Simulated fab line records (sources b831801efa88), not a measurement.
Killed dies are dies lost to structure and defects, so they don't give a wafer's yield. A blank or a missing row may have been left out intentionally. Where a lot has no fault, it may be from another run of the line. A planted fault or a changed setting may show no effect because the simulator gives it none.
fab line records -- flow gf180mcu
[record] lots = 7, wafers = 21, lastDay = 34
route steps=602 shown NWELL@137 LVPWELL@138 MVPSD@139 VT_IMPLANT@140 DUAL_GATE@141
lots that met no fault: from a run of the same line without faults
startH: start of the lot's first displayed wafer, in hours after the record's first day -- waitH: hours since the lot's step before -- " identical to the entry in the row above -- L1.1+2: a row that stands for several wafers -- - no value, or no start was given -- * or withheld: withheld -- < > ~ a bound
route shown NAME@n: NAME is a module with steps in the file, n the number in the route of the first one -- usual: mean/standard deviation taken from wafers without a fault -- same: alike in all rows -- chamber/n: place in a boat -- sites: each site's reading -- _std_site: standard deviation of those values -- _edge_site: outer sites' mean less inner sites' -- radiusMm: for every site, how far away it sits from the centre of the wafer -- mask NAME#n: copy n -- behind: the most recent tool/chamber to have shaped the wafer -- hold: cause of the lot's hold/its duration in hours/its outcome -- device: whichever transistor did not switch (one of n, p or np) -- end of line: at the end of the route, the tests of the same wafers -- step lacking rows: just its recipe -- killed: not the wafer's yield, but the dies lost to structure and defects at the first sort -- map: the dies of a wafer, with x for killed, . for not killed, _ for no die there
set.NAME: the setting as run; set.NAME@STEP: as run at that earlier step -- model.NAME: the simulator's own value behind a step, which no gauge read
lots at selected steps of the route; one table per step, one row per wafer
services: when a tool's chamber went out of use (startH, in hours from the record's first day, below 0 if earlier), for how many hours, and the reason
[[steps]]
[step GF_VT_IMPLANT_RS_MEAS_47]
[recipe] thkMeasGauge = four-point-probe
[usual] NWELL_RS = 488.2/1.5
lot.wafer,tool,chamber,startH,waitH,NWELL_RS[ohm/sq]
L661.1,filmMetro-01,-,209.61,0.1,487.7
L661.5,filmMetro-01,-,209.61,0.1,489.1
L661.6,filmMetro-01,-,209.61,0.1,489.5
L662.1,filmMetro-04,-,220.51,0.1,484.3
L662.3,filmMetro-04,-,220.51,0.1,485.5
L662.5,filmMetro-04,-,220.51,0.1,486.1
L663.1,filmMetro-01,-,227.86,0.1,488.1
L663.3,filmMetro-01,-,227.86,0.1,487.8
L663.5,filmMetro-01,-,227.86,0.1,491.2
L665.1,filmMetro-03,-,243.56,0.1,487.5
L665.2,filmMetro-03,-,243.56,0.1,486.7
L665.6,filmMetro-03,-,243.56,0.1,489.3
L668.1,filmMetro-03,-,260.66,0.1,486.6
L668.4,filmMetro-03,-,260.66,0.1,486.6
L668.5,filmMetro-03,-,260.66,0.1,486.1
L669.1,filmMetro-03,-,267.20,0.1,488.7
L669.5,filmMetro-03,-,267.20,0.1,488.9
L669.6,filmMetro-03,-,267.20,0.1,486.4
L676.2,filmMetro-03,-,313.91,0.1,487.6
L676.4,filmMetro-03,-,313.91,0.1,488.1
L676.6,filmMetro-03,-,313.91,0.1,487.8
[step GF_VT_IMPLANT_RS_MEAS_48]
[recipe] thkMeasGauge = four-point-probe
[usual] LVPWELL_RS = 1188/3.2
lot.wafer,tool,chamber,startH,waitH,LVPWELL_RS[ohm/sq]
L661.1,filmMetro-01,-,209.73,0.1,1191
L661.5,filmMetro-01,-,209.73,0.1,1189
L661.6,filmMetro-01,-,209.73,0.1,1188
L662.1,filmMetro-04,-,220.63,0.1,1192
L662.3,filmMetro-04,-,220.63,0.1,1191
L662.5,filmMetro-04,-,220.63,0.1,1185
L663.1,filmMetro-01,-,227.98,0.1,1195
L663.3,filmMetro-01,-,227.98,0.1,1190
L663.5,filmMetro-01,-,227.98,0.1,1190
L665.1,filmMetro-03,-,243.68,0.1,1187
L665.2,filmMetro-03,-,243.68,0.1,1185
L665.6,filmMetro-03,-,243.68,0.1,1186
L668.1,filmMetro-03,-,260.78,0.1,1189
L668.4,filmMetro-03,-,260.78,0.1,1186
L668.5,filmMetro-03,-,260.78,0.1,1188
L669.1,filmMetro-03,-,267.32,0.1,1189
L669.5,filmMetro-03,-,267.32,0.1,1191
L669.6,filmMetro-03,-,267.32,0.1,1193
L676.2,filmMetro-03,-,314.03,0.1,1187
L676.4,filmMetro-03,-,314.03,0.1,1189
L676.6,filmMetro-03,-,314.03,0.1,1185
[step GF_VT_IMPLANT_RS_MEAS_49]
[recipe] thkMeasGauge = four-point-probe
[usual] MVPSD_RS = 1168/3.5
lot.wafer,tool,chamber,startH,waitH,MVPSD_RS[ohm/sq]
L661.1,filmMetro-01,-,209.85,0.1,1174
L661.5,filmMetro-01,-,209.85,0.1,1174
L661.6,filmMetro-01,-,209.85,0.1,1172
L662.1,filmMetro-04,-,220.75,0.1,1165
L662.3,filmMetro-04,-,220.75,0.1,1167
L662.5,filmMetro-04,-,220.75,0.1,1163
L663.1,filmMetro-01,-,228.10,0.1,1170
L663.3,filmMetro-01,-,228.10,0.1,1171
L663.5,filmMetro-01,-,228.10,0.1,1170
L665.1,filmMetro-03,-,243.80,0.1,1167
L665.2,filmMetro-03,-,243.80,0.1,1167
L665.6,filmMetro-03,-,243.80,0.1,1164
L668.1,filmMetro-03,-,260.90,0.1,1170
L668.4,filmMetro-03,-,260.90,0.1,1170
L668.5,filmMetro-03,-,260.90,0.1,1172
L669.1,filmMetro-03,-,267.44,0.1,1166
L669.5,filmMetro-03,-,267.44,0.1,1168
L669.6,filmMetro-03,-,267.44,0.1,1166
L676.2,filmMetro-03,-,314.15,0.1,1167
L676.4,filmMetro-03,-,314.15,0.1,1168
L676.6,filmMetro-03,-,314.15,0.1,1165
[step GF_VT_IMPLANT_WET_ETCH_50]
[recipe] chemistry = dHF, targetDepthNm = 20, target = SiO2, tempC = 25, dilution = 100:1, timeS = 400
[step GF_DUAL_GATE_CLEAN_00]
[recipe] chemistry = SC1/SC2, mix = 1:4:20, tempC = 70, timeS = 150
[step GF_DUAL_GATE_CLEAN_01]
[recipe] chemistry = dHF, timeS = 20, dilution = 100:1, dry = ipaMarangoni
[step GF_DUAL_GATE_OXIDATION_02]
[recipe] tempC = 900, ambient = O2, stabiliseS = 600, purgeS = 300, targetThkA = 108.87, oxTimeS = 1602
[step GF_DUAL_GATE_THK_MEAS_03]
[recipe] reads = SiO2_of_DUAL_GATE_OXIDATION_02
[usual] DUAL_GATE_OXIDATION_00_THK = 10.78/0.17
lot.wafer,tool,chamber,startH,waitH,DUAL_GATE_OXIDATION_00_THK[nm]
L661.1,filmMetro-02,-,211.73,0.0,10.70
L661.5,filmMetro-02,-,211.73,0.0,10.83
L661.6,filmMetro-02,-,211.73,0.0,10.71
L662.1,filmMetro-04,-,222.96,0.0,10.89
L662.3,filmMetro-04,-,222.96,0.0,10.80
L662.5,filmMetro-04,-,222.96,0.0,11.01
L663.1,filmMetro-03,-,229.84,0.0,10.62
L663.3,filmMetro-03,-,229.84,0.0,10.76
L663.5,filmMetro-03,-,229.84,0.0,10.69
L665.1,filmMetro-03,-,245.56,0.0,10.95
L665.2,filmMetro-03,-,245.56,0.0,11.11
L665.6,filmMetro-03,-,245.56,0.0,11.11
L668.1,filmMetro-03,-,262.65,0.0,11.10
L668.4,filmMetro-03,-,262.65,0.0,10.79
L668.5,filmMetro-03,-,262.65,0.0,10.77
L669.1,filmMetro-04,-,269.19,0.0,10.67
L669.5,filmMetro-04,-,269.19,0.0,10.60
L669.6,filmMetro-04,-,269.19,0.0,10.66
L676.2,filmMetro-03,-,317.09,0.0,11.00
L676.4,filmMetro-03,-,317.09,0.0,10.64
L676.6,filmMetro-03,-,317.09,0.0,10.71
[step GF_DUAL_GATE_DEHYDRATE_04]
[recipe] tempC = 200, timeS = 60
[step GF_DUAL_GATE_HMDS_05]
[recipe] primeTimeS = 60, primeTempC = 120
[step GF_DUAL_GATE_COAT_06]
[recipe] resist = NOVOLAK, spinRpm = 3000, resistThkNm = 1000
[step GF_DUAL_GATE_SOFTBAKE_07]
[recipe] tempC = 90, timeS = 60, resist = NOVOLAK
[step GF_DUAL_GATE_EXPOSE_08]
[recipe] maskId = Dualgate, targetCdNm = 700, na = 0.6, sourceShape = conventional, sigmaOuter = 0.6, doseMj = 140
[usual] exposureDoseMJCm2 = 140.03/0.14, focusOffsetNm = 0.0/0.51
lot.wafer,tool,chamber,startH,waitH,mask,exposureDoseMJCm2,focusOffsetNm
L661.1,ilineStepper-01,-,220.86,-,Dualgate#0,-,-
L661.5,ilineStepper-01,-,220.86,-,Dualgate#0,-,-
L661.6,ilineStepper-01,-,220.86,-,Dualgate#0,-,-
L662.1,ilineStepper-01,-,232.04,-,Dualgate#0,-,-
L662.3,ilineStepper-01,-,232.04,-,Dualgate#0,-,-
L662.5,ilineStepper-01,-,232.04,-,Dualgate#0,-,-
L663.1,ilineStepper-01,-,238.79,-,Dualgate#0,-,-
L663.3,ilineStepper-01,-,238.79,-,Dualgate#0,-,-
L663.5,ilineStepper-01,-,238.79,-,Dualgate#0,-,-
L665.1,ilineStepper-01,0,254.87,-,Dualgate#0,139.90,-0.3
L665.2,ilineStepper-01,0,254.87,-,Dualgate#0,140.01,0.0
L665.6,ilineStepper-01,0,254.87,-,Dualgate#0,140.03,-0.2
L668.1,ilineStepper-01,0,271.86,-,Dualgate#0,139.84,0.8
L668.4,ilineStepper-01,0,271.86,-,Dualgate#0,139.87,0.3
L668.5,ilineStepper-01,0,271.86,-,Dualgate#0,140.06,0.0
L669.1,ilineStepper-02,0,278.66,-,Dualgate#0,140.12,0.1
L669.5,ilineStepper-02,0,278.66,-,Dualgate#0,140.30,0.3
L669.6,ilineStepper-02,0,278.66,-,Dualgate#0,140.06,0.1
L676.2,ilineStepper-02,0,327.71,-,Dualgate#0,140.20,-0.4
L676.4,ilineStepper-02,0,327.71,-,Dualgate#0,140.18,-0.5
L676.6,ilineStepper-02,0,327.71,-,Dualgate#0,140.47,-0.1
[step GF_DUAL_GATE_PEB_09]
[recipe] tempC = withheld, timeS = *, resist = NOVOLAK
[[services]]
tool,chamber,startH,hours,kind
ilineStepper-02,-,215.99,1.6,repair
ilineStepper-02,-,249.77,6.0,repair
[[key]]
[firstSign] step = GF_DUAL_GATE_EXPOSE_08, reading = toolRecord, direction = missing
effect none on later readings
metAt GF_DUAL_GATE_EXPOSE_08
struckWafers L661.1,L661.5,L661.6,L662.1,L662.3,L662.5,L663.1,L663.3,L663.5
laterRowsLeftOut L661.1,L661.5,L661.6,L662.1,L662.3,L662.5,L663.1,L663.3,L663.5
sortLeftOut L661.1,L661.5,L661.6,L662.1,L662.3,L662.5,L663.1,L663.3,L663.5
testerLeftOut L661,L662,L663
[fault] kind = skippedStepWhole, tool = ilineStepper-01, chamber = -, onsetH = 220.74, steps = GF_DUAL_GATE_EXPOSE_08, scope = struckLotsOnly
// testerLeftOut: of these lots the tester's yield and bins aren't shown, on N5 and GAA mostly nor the transistor test; their killed dies are dies lost to structure and defects alone, not to doping, threshold or leakage, so they don't give the yield
// sortLeftOut: the simulated sort isn't trusted on such a fault, so these wafers' sort isn't shown, and their yield isn't known
// laterRowsLeftOut: the simulator's readings of these wafers behind a module that went badly wrong aren't trusted and aren't shown, but for the sort
